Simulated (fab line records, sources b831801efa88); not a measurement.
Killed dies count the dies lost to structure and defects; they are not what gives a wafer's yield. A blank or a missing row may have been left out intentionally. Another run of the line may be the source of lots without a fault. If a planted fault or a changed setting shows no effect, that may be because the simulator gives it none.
Split-lot study    flow gf180mcu    23 wafers read from 5 lots, route of 602 steps

== SPLIT DETAILS ==
At GF_HV_LDD_DEVELOP_45 (develop time 60 s), the setting develop_time_s was moved away from the recipe's 60 s on 5 of the 23 wafers read, by -13.1% to -6.0%. This setting was run at the recipe's value on the other wafers.

Split to reading: the file shows no intervening step.

== THE READING ==
Shown in nm: cd_nm at GF_HV_LDD_CD_MEAS_46, with target cd 400 nm. Fault-free wafers of this fab line usually give 399.3 nm, standard deviation 2.1 nm.

wafer   tool, chamber at the split  develop_time_s as run, s  against the recipe  cd_nm, nm  against lot-mates on the recipe
L074.1  litho_track-03, 0           60                        recipe              399.9      -
L074.2  litho_track-03, 0           60                        recipe              402.1      -
L074.6  litho_track-03, 0           60                        recipe              401.2      -
L078.1  litho_track-01, 0           52.12                     -13.1%              389.2      -10.6
L078.2  litho_track-01, 0           52.12                     -13.1%              384.1      -15.7
L078.4  litho_track-01, 0           60                        recipe              396.8      -
L078.5  litho_track-01, 0           60                        recipe              401.4      -
L078.6  litho_track-01, 0           60                        recipe              401.2      -
L080.2  litho_track-03, 0           60                        recipe              399.0      -
L080.3  litho_track-03, 0           56.41                     -6.0%               394.7      -4.9
L080.4  litho_track-03, 0           56.41                     -6.0%               393.5      -6.1
L080.5  litho_track-03, 0           56.41                     -6.0%               393.4      -6.2
L080.6  litho_track-03, 0           60                        recipe              400.3      -
L081.1  litho_track-03, 0           60                        recipe              398.6      -
L081.3  litho_track-03, 0           60                        recipe              399.7      -
L081.4  litho_track-03, 0           60                        recipe              396.7      -
L081.5  litho_track-03, 0           60                        recipe              396.8      -
L081.6  litho_track-03, 0           60                        recipe              397.4      -
L085.1  litho_track-01, 0           60                        recipe              402.1      -
L085.2  litho_track-01, 0           60                        recipe              398.8      -
L085.3  litho_track-01, 0           60                        recipe              399.1      -
L085.4  litho_track-01, 0           60                        recipe              397.9      -
L085.6  litho_track-01, 0           60                        recipe              396.8      -

THE FIT
A straight line over all 23 wafers: cd_nm changes by +0.944 nm for each +1% of develop_time_s; r = +0.90; the points scatter about the line by 1.9 nm.
The same after taking each lot's own level away (the mean of its wafers on the recipe; 23 wafers): +0.994 nm for each +1%; r = +0.93; scatter 1.6 nm.
That fit puts the effect of the largest move of develop_time_s on the reading at 13 nm.
From 397.84 to 401.07 nm: that is the span of the lots' own levels, equal to 1.5 times the standard deviation above.
The two slopes agree, so the slope changes little with the lot-to-lot level.
Check: -14.6 nm against its lot-mates is what the line predicts for one of the wafers moved furthest among these (-13.1%) when that wafer is left out of the fit. It came out at -10.6 nm against them.

== THESE WAFERS: OTHER SPLITS ==
These wafers also went through other splits before the reading. Each is held against what the fit with the lots' levels taken away leaves over:
other split on the same wafers       wafers away from the commonest value  r with cd_nm (lot level and that fit taken away)
GF_POLY_GATE_PEB_08 peb_time_s       11                                    +0.19
GF_HV_LDD_DEVELOP_06 develop_time_s  9                                     -0.17
GF_HV_LDD_COAT_41 spin_rpm           9                                     +0.48

== FILE'S OWN FIT ==
cd_nm changes by +0.994 nm for each +1% of develop_time_s, r = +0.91.
